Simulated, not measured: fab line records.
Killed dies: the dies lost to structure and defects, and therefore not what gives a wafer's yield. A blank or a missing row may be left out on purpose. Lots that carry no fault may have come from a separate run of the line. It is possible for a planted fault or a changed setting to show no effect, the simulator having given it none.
fab line records | flow sky130
record lots=12 | wafers=34 | last_day=50
route steps=708 shown SD_P@328 SD_N@350 LI_CONTACT@362
lots that met no fault: from a run of the same line without faults
start_h: the number of hours between the record's first day and the start of the first shown wafer of the lot | wait_h: time in hours since the lot's previous step | " unchanged from the row above | L1.1+2: a row that stands for several wafers | - no value, or no start was given | * or withheld: withheld | < > ~ a bound
route shown NAME@n: NAME is a module with steps in the file, n the number in the route of the first one | usual: the fault-free wafers' mean and standard deviation | same: alike in all rows | chamber/n: place in a boat | sites: readings site by site | _std_site: the standard deviation of these | _edge_site: outer sites' mean less inner sites' | radius_mm: for every site, how far away it sits from the centre of the wafer | mask NAME#n: copy n | behind: the last tool/chamber to shape the wafer | hold: reason for holding the lot/hours on hold/outcome of the hold | device: names the non-switching transistor (n, p or np) | end of line: at the end of the route, the tests of the same wafers | a step without rows: its recipe alone | killed: at the first sort, the dies lost to defects and structure; wafer yield is something else | map: a wafer's dies, marking killed ones x, the rest . and places with no die _
set.NAME: setting as actually run; set.NAME@STEP: the setting as run at that earlier step | model.NAME: the simulator's own value behind a step, which no gauge read
one table for each step of the route and one row for each wafer, over a sample of lots
services: from which hour (start_h, from the record's first day; less than 0 if before it) a tool's chamber was out of use, for how many hours, and why
## steps
# step SKY_SD_P_OVL_MEAS_08
# usual SD_P_OVL=-1.2/1.3
lot.wafer | tool       | chamber | start_h | wait_h | SD_P_OVL[nm]
L860.1    | overlay-02 | -       | 576.94  | 0.1    | -0.9
L860.4    | "          | -       | "       | "      | -1.6
L860.5    | "          | -       | "       | "      | 0.0
L861.1    | overlay-01 | -       | 587.53  | 0.1    | 0.0
L861.5    | "          | -       | "       | "      | -0.4
L861.6    | "          | -       | "       | "      | -0.8
L862.4    | overlay-01 | -       | 593.42  | 0.1    | -0.2
L862.5    | "          | -       | "       | "      | -1.3
L862.6    | "          | -       | "       | "      | -2.0
L863.4    | overlay-02 | -       | 603.01  | 0.1    | -1.6
L863.5    | "          | -       | "       | "      | -0.4
L863.6    | "          | -       | "       | "      | -2.7
L864.3    | overlay-01 | -       | 614.72  | 0.1    | -1.2
L864.5    | "          | -       | "       | "      | -2.4
L864.6    | "          | -       | "       | "      | -2.1
L865.1    | overlay-01 | -       | 630.56  | 0.1    | -2.3
L865.2    | "          | -       | "       | "      | -1.0
L865.5    | "          | -       | "       | "      | -2.0
L867.1    | overlay-01 | -       | 663.19  | 0.1    | -3.2
L867.5    | "          | -       | "       | "      | -2.9
L867.6    | "          | -       | "       | "      | -1.9
L870.1    | overlay-02 | -       | 677.20  | 0.1    | 1.1
L870.4    | "          | -       | "       | "      | -2.5
L871.1    | overlay-02 | -       | 686.06  | 0.1    | -2.5
L871.2    | "          | -       | "       | "      | -2.9
L880.1    | overlay-01 | -       | 757.39  | 0.1    | -2.6
L880.3    | "          | -       | "       | "      | -2.3
L880.5    | "          | -       | "       | "      | -3.2
L881.1    | overlay-01 | -       | 764.83  | 0.1    | -2.0
L881.3    | "          | -       | "       | "      | 0.5
L881.6    | "          | -       | "       | "      | -0.4
L883.1    | overlay-02 | -       | 768.94  | 0.1    | -3.1
L883.3    | "          | -       | "       | "      | -0.8
L883.6    | "          | -       | "       | "      | 0.5
# step SKY_SD_P_STRIP_10
# recipe chemistry=O2/N2 | power_w=1400 | pressure_mtorr=1500 | platen_temp_c=withheld | o2_flow_sccm=3000 | n2_flow_sccm=300 | overash_fraction=0.5
# usual drypump_motor_current_A=5.7/0.37 | oes_product_au=0.618/0.0046 | strip_time_to_endpoint_s=17.49/0.043
lot.wafer | tool            | chamber | start_h | wait_h | drypump_motor_current_A | oes_product_au | rf_hours_counter_h | strip_time_to_endpoint_s
L860.1    | plasma_asher-02 | 1       | 577.13  | 0.1    | 5.1                     | 0.611          | 15                 | 17.51
L860.4    | "               | 1       | "       | "      | 5.1                     | 0.621          | -                  | 17.53
L860.5    | "               | 0       | "       | "      | 5.9                     | 0.617          | -                  | 17.54
L861.1    | plasma_asher-04 | 1       | 587.71  | 0.1    | 6.2                     | 0.620          | 47                 | 17.50
L861.5    | "               | 0       | "       | "      | 5.8                     | 0.611          | -                  | 17.52
L861.6    | "               | 1       | "       | "      | 6.2                     | 0.617          | -                  | 17.44
L862.4    | plasma_asher-02 | 1       | 593.63  | 0.1    | 5.1                     | 0.616          | -                  | 17.56
L862.5    | "               | 0       | "       | "      | 5.9                     | 0.610          | -                  | 17.58
L862.6    | "               | 1       | "       | "      | 5.1                     | 0.621          | -                  | 17.51
L863.4    | plasma_asher-02 | 1       | 603.21  | 0.1    | 5.1                     | 0.619          | -                  | 17.53
L863.5    | "               | 0       | "       | "      | 5.8                     | 0.620          | -                  | 17.51
L863.6    | "               | 1       | "       | "      | 5.1                     | 0.619          | -                  | 17.52
L864.3    | plasma_asher-01 | 1       | 614.93  | 0.1    | 5.5                     | 0.616          | -                  | 17.52
L864.5    | "               | 1       | "       | "      | 5.5                     | 0.615          | -                  | 17.52
L864.6    | "               | 0       | "       | "      | 5.3                     | 0.616          | -                  | 17.47
L865.1    | plasma_asher-04 | 1       | 630.74  | 0.1    | 6.3                     | 0.622          | 51                 | 17.48
L865.2    | "               | 0       | "       | "      | 5.8                     | 0.624          | 51                 | 17.46
L865.5    | "               | 1       | "       | "      | 6.2                     | 0.617          | -                  | 17.46
L867.1    | plasma_asher-04 | 0       | 663.38  | 0.1    | 5.8                     | 0.612          | 55                 | 17.51
L867.5    | "               | 1       | "       | "      | 6.2                     | 0.616          | -                  | 17.46
L867.6    | "               | 0       | "       | "      | 5.8                     | 0.617          | -                  | 17.47
L870.1    | plasma_asher-01 | 0       | 677.38  | 0.1    | 5.3                     | 0.624          | 85                 | 17.47
L870.4    | "               | 1       | "       | "      | 5.5                     | 0.612          | -                  | 17.49
L871.1    | plasma_asher-04 | 1       | 686.24  | 0.1    | 6.3                     | 0.623          | 57                 | 17.46
L871.2    | "               | 0       | "       | "      | 5.8                     | 0.618          | 57                 | 17.46
L880.1    | plasma_asher-01 | 0       | 757.58  | 0.1    | 5.3                     | 0.621          | 93                 | 17.48
L880.3    | "               | 0       | "       | "      | 5.3                     | 0.614          | -                  | 17.47
L880.5    | "               | 1       | "       | "      | 5.6                     | 0.621          | -                  | 17.42
L881.1    | plasma_asher-02 | 1       | 765.01  | 0.1    | 5.1                     | 0.624          | 33                 | 17.52
L881.3    | "               | 1       | "       | "      | 5.1                     | 0.620          | -                  | 17.49
L881.6    | "               | 1       | "       | "      | 5.1                     | 0.616          | -                  | 17.54
L883.1    | plasma_asher-02 | 0       | 769.13  | 0.1    | 5.9                     | 0.623          | 34                 | 17.53
L883.3    | "               | 0       | "       | "      | 5.9                     | 0.613          | -                  | 17.47
L883.6    | "               | 0       | "       | "      | 5.9                     | 0.615          | -                  | 17.49
# step SKY_SD_N_OVL_MEAS_08
# usual SD_N_OVL=0.0/1.5
lot.wafer | tool       | chamber | start_h | wait_h | SD_N_OVL[nm]
L860.1    | overlay-01 | -       | 634.93  | 0.1    | 0.1
L860.4    | "          | -       | "       | "      | 0.2
L860.5    | "          | -       | "       | "      | 0.7
L861.1    | overlay-02 | -       | 646.34  | 0.1    | 3.1
L861.5    | "          | -       | "       | "      | 1.8
L861.6    | "          | -       | "       | "      | 1.8
L862.4    | overlay-02 | -       | 651.82  | 0.1    | 1.9
L862.5    | "          | -       | "       | "      | 0.5
L862.6    | "          | -       | "       | "      | 2.4
L863.4    | overlay-01 | -       | 660.84  | 0.1    | -1.6
L863.5    | "          | -       | "       | "      | -1.1
L863.6    | "          | -       | "       | "      | 0.3
L864.3    | overlay-02 | -       | 672.26  | 0.1    | -1.3
L864.5    | "          | -       | "       | "      | 0.7
L864.6    | "          | -       | "       | "      | -0.2
L865.1    | overlay-01 | -       | 688.53  | 0.1    | 0.8
L865.2    | "          | -       | "       | "      | 1.5
L865.5    | "          | -       | "       | "      | -1.0
L867.1    | overlay-01 | -       | 719.13  | 0.1    | 0.5
L867.5    | "          | -       | "       | "      | -2.4
L867.6    | "          | -       | "       | "      | 0.7
L870.1    | overlay-01 | -       | 732.94  | 0.1    | -0.5
L870.4    | "          | -       | "       | "      | -1.0
L871.1    | overlay-01 | -       | 740.69  | 0.1    | -2.0
L871.2    | "          | -       | "       | "      | -1.0
L880.1    | overlay-02 | -       | 810.84  | 0.1    | -2.6
L880.3    | "          | -       | "       | "      | 0.0
L880.5    | "          | -       | "       | "      | 0.0
L881.1    | overlay-02 | -       | 817.85  | 0.1    | -2.1
L881.3    | "          | -       | "       | "      | 0.4
L881.6    | "          | -       | "       | "      | 0.3
L883.1    | overlay-01 | -       | 821.78  | 0.1    | 0.7
L883.3    | "          | -       | "       | "      | 0.9
L883.6    | "          | -       | "       | "      | 0.1
# step SKY_LI_CONTACT_HDPCVD_00
# recipe material=PSG | target_thk_nm=930 | sigma_open_frac=0.3 | time_s=155 | temp_c=600 | sih4_flow_sccm=60 | pressure_mtorr=6
lot.wafer  | tool      | chamber | start_h | wait_h
L860.1+4+5 | hdpcvd-01 | 2,2,0   | 636.02  | 0.0
L861.1+5+6 | hdpcvd-02 | 2,2,0   | 647.44  | 0.0
L862.4+5+6 | hdpcvd-02 | 0,2,1   | 652.95  | 0.1
L863.4+5+6 | hdpcvd-02 | 0,2,1   | 661.98  | 0.1
L864.3+5+6 | hdpcvd-01 | 2,1,2   | 673.35  | 0.0
L865.1+2+5 | hdpcvd-01 | 1,2,2   | 689.63  | 0.0
L867.1+5+6 | hdpcvd-01 | 1,1,2   | 720.22  | 0.0
L870.1+4   | hdpcvd-02 | 0       | 734.04  | 0.0
L871.1+2   | hdpcvd-02 | 0,2     | 741.79  | 0.0
L880.1+3+5 | hdpcvd-02 | 0       | 811.94  | 0.0
L881.1+3+6 | hdpcvd-02 | 1,0,1   | 818.95  | 0.0
L883.1+3+6 | hdpcvd-02 | 1,2,1   | 822.92  | 0.0
# step SKY_LI_CONTACT_THK_MEAS_01
# recipe reads=PSG_of_LI_CONTACT_HDPCVD_00
# usual LI_CONTACT_HDPCVD_THK=929/8.3
lot.wafer | tool          | chamber | start_h | wait_h | LI_CONTACT_HDPCVD_THK[nm]
L860.1    | film_metro-04 | -       | 636.13  | 0.1    | 920
L860.4    | "             | -       | "       | "      | 922
L860.5    | "             | -       | "       | "      | 919
L861.1    | film_metro-01 | -       | 647.54  | 0.1    | 926
L861.5    | "             | -       | "       | "      | 918
L861.6    | "             | -       | "       | "      | 924
L862.4    | film_metro-01 | -       | 653.03  | 0.0    | 929
L862.5    | "             | -       | "       | "      | 926
L862.6    | "             | -       | "       | "      | 927
L863.4    | film_metro-02 | -       | 662.06  | 0.0    | 928
L863.5    | "             | -       | "       | "      | 935
L863.6    | "             | -       | "       | "      | 929
L864.3    | film_metro-02 | -       | 673.47  | 0.1    | 929
L864.5    | "             | -       | "       | "      | 935
L864.6    | "             | -       | "       | "      | 940
L865.1    | film_metro-04 | -       | 689.73  | 0.1    | 943
L865.2    | "             | -       | "       | "      | 929
L865.5    | "             | -       | "       | "      | 933
L867.1    | film_metro-04 | -       | 720.33  | 0.1    | 936
L867.5    | "             | -       | "       | "      | 934
L867.6    | "             | -       | "       | "      | 931
L870.1    | film_metro-04 | -       | 734.15  | 0.1    | 1672
L870.4    | "             | -       | "       | "      | 920
L871.1    | film_metro-04 | -       | 741.89  | 0.1    | 1688
L871.2    | "             | -       | "       | "      | 1679
L880.1    | film_metro-04 | -       | 812.09  | 0.1    | 918
L880.3    | "             | -       | "       | "      | 921
L880.5    | "             | -       | "       | "      | 912
L881.1    | film_metro-01 | -       | 819.05  | 0.1    | 937
L881.3    | "             | -       | "       | "      | 924
L881.6    | "             | -       | "       | "      | 936
L883.1    | film_metro-04 | -       | 823.03  | 0.1    | 922
L883.3    | "             | -       | "       | "      | 934
L883.6    | "             | -       | "       | "      | 923
# step SKY_LI_CONTACT_CMP_02
# recipe material=PSG | down_force_psi=4 | platen_rpm=60 | pad_velocity_m_s=0.94248
# usual motor_current_A=11.8/1.4 | slurry_flow_ml_min=150.0/0.45 | time_to_endpoint_s=31.7/1.7
lot.wafer | tool   | chamber | start_h | wait_h | motor_current_A | slurry_flow_ml_min | time_to_endpoint_s
L860.1    | cmp-02 | 1       | 636.29  | 0.1    | 13.9            | 149.5              | 30.9
L860.4    | "      | 2       | "       | "      | 12.1            | 149.6              | 31.4
L860.5    | "      | 0       | "       | "      | 11.3            | 149.6              | 31.1
L861.1    | cmp-01 | 0       | 647.65  | 0.1    | 11.0            | 149.8              | 31.1
L861.5    | "      | 3       | "       | "      | 11.5            | 150.9              | 32.0
L861.6    | "      | 0       | "       | "      | 11.4            | 150.2              | 32.4
L862.4    | cmp-02 | 0       | 653.21  | 0.2    | 11.6            | 150.1              | 31.6
L862.5    | "      | 1       | "       | "      | 14.0            | 149.6              | 31.0
L862.6    | "      | 2       | "       | "      | 12.7            | 150.2              | 29.4
L863.4    | cmp-02 | 3       | 662.09  | 0.0    | 10.5            | 149.7              | 33.5
L863.6    | "      | 3       | "       | "      | 10.3            | 149.4              | 33.4
L863.5    | "      | 0       | "       | "      | 11.8            | 150.7              | 33.9
L864.3    | cmp-02 | 3       | 673.61  | 0.1    | 10.2            | 149.5              | 32.0
L864.5    | "      | 1       | "       | "      | 14.7            | 149.9              | 32.4
L864.6    | "      | 2       | "       | "      | 11.8            | 149.9              | 32.5
L865.1    | cmp-01 | 1       | 689.79  | 0.1    | 13.5            | 149.3              | 32.1
L865.2    | "      | 0       | "       | "      | 10.8            | 149.8              | 26.6
L865.5    | "      | 1       | "       | "      | 12.6            | 149.4              | 29.3
L867.1    | cmp-02 | 1       | 721.37  | 1.0    | 14.3            | 149.5              | 31.9
L867.5    | "      | 2       | "       | "      | 12.3            | 149.6              | 31.1
L867.6    | "      | 3       | "       | "      | 10.7            | 150.2              | 29.6
L870.1    | cmp-02 | 1       | 734.31  | 0.1    | 13.1            | 149.6              | 103.9
L870.4    | "      | 2       | "       | "      | 11.8            | 150.0              | 32.9
L871.1    | cmp-02 | 2       | 741.95  | 0.1    | 12.1            | 149.6              | 102.5
L871.2    | "      | 1       | "       | "      | 14.5            | 149.4              | 100.2
L880.1    | cmp-02 | 3       | 812.53  | 0.4    | 10.1            | 149.5              | 32.2
L880.3    | "      | 0       | "       | "      | 11.9            | 149.6              | 31.2
L880.5    | "      | 2       | "       | "      | 11.8            | 149.7              | 28.3
L881.1    | cmp-02 | 3       | 819.16  | 0.1    | 10.5            | 149.2              | 34.0
L881.3    | "      | 0       | "       | "      | 11.5            | 149.7              | 31.5
L881.6    | "      | 2       | "       | "      | 12.2            | 150.2              | 34.4
L883.1    | cmp-02 | 2       | 823.14  | 0.1    | 12.2            | 150.1              | 29.5
L883.3    | "      | 0       | "       | "      | 11.9            | 149.8              | 29.1
L883.6    | "      | 2       | "       | "      | 12.7            | 150.2              | 27.3
## services
tool            | chamber | start_h | hours | kind
cmp-02          | -       | 557.80  | 3.9   | repair
plasma_asher-02 | -       | 559.34  | 2.8   | pm
cmp-01          | -       | 572.21  | 4.0   | pm
cmp-02          | -       | 573.57  | 3.3   | repair
cmp-01          | -       | 575.61  | 6.3   | repair
hdpcvd-01       | 0       | 583.53  | 15.2  | repair
plasma_asher-02 | -       | 604.04  | 1.7   | repair
cmp-01          | -       | 608.58  | 6.8   | repair
cmp-01          | -       | 615.36  | 6.6   | pm
plasma_asher-04 | -       | 648.97  | 0.6   | repair
hdpcvd-01       | -       | 650.75  | 15.0  | pm
plasma_asher-01 | -       | 656.79  | 1.9   | repair
plasma_asher-01 | -       | 661.35  | 1.1   | repair
cmp-02          | -       | 719.51  | 1.4   | repair
cmp-01          | -       | 720.34  | 2.0   | repair
hdpcvd-01       | -       | 729.42  | 14.6  | pm
hdpcvd-02       | -       | 735.15  | 0.9   | repair
cmp-02          | -       | 744.00  | 4.0   | pm
plasma_asher-04 | -       | 770.17  | 4.3   | pm
plasma_asher-04 | -       | 774.50  | 14.6  | pm
hdpcvd-01       | 2       | 777.20  | 22.0  | repair
hdpcvd-01       | 1       | 792.59  | 3.0   | repair
plasma_asher-01 | -       | 796.18  | 5.4   | repair
hdpcvd-02       | 1       | 809.98  | 3.4   | repair
## key
first_sign step=SKY_LI_CONTACT_THK_MEAS_01 | reading=LI_CONTACT_HDPCVD_THK | direction=up | sigmas=90 | usual=929 | struck=1679
effect step=SKY_LI_CONTACT_CMP_02 | reading=time_to_endpoint_s | direction=up | sigmas=41 | usual=* | struck=*
met_at SKY_LI_CONTACT_HDPCVD_00
struck_lots L870,L871
struck_wafers L870.1,L871.1,L871.2
tester_left_out L870,L871
not_acting_at SKY_SD_P_OVL_MEAS_08,SKY_SD_P_STRIP_10,SKY_SD_N_OVL_MEAS_08
onset_between 661.98 734.04
fault kind=process_parameter_drift | tool=hdpcvd-02 | chamber=- | onset_h=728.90 | steps=SKY_LI_CONTACT_HDPCVD_00 | channel=target_thk_nm | offset=752.15 | shape=step | end_h=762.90 | scope=struck_wafers_only | acts_in=these_recipes_only | stated=930
# tester_left_out: of these lots the tester's yield and bins aren't shown, on N5 and GAA mostly nor the transistor test; their killed dies are dies lost to structure and defects alone, not to doping, threshold or leakage, so they don't give the yield
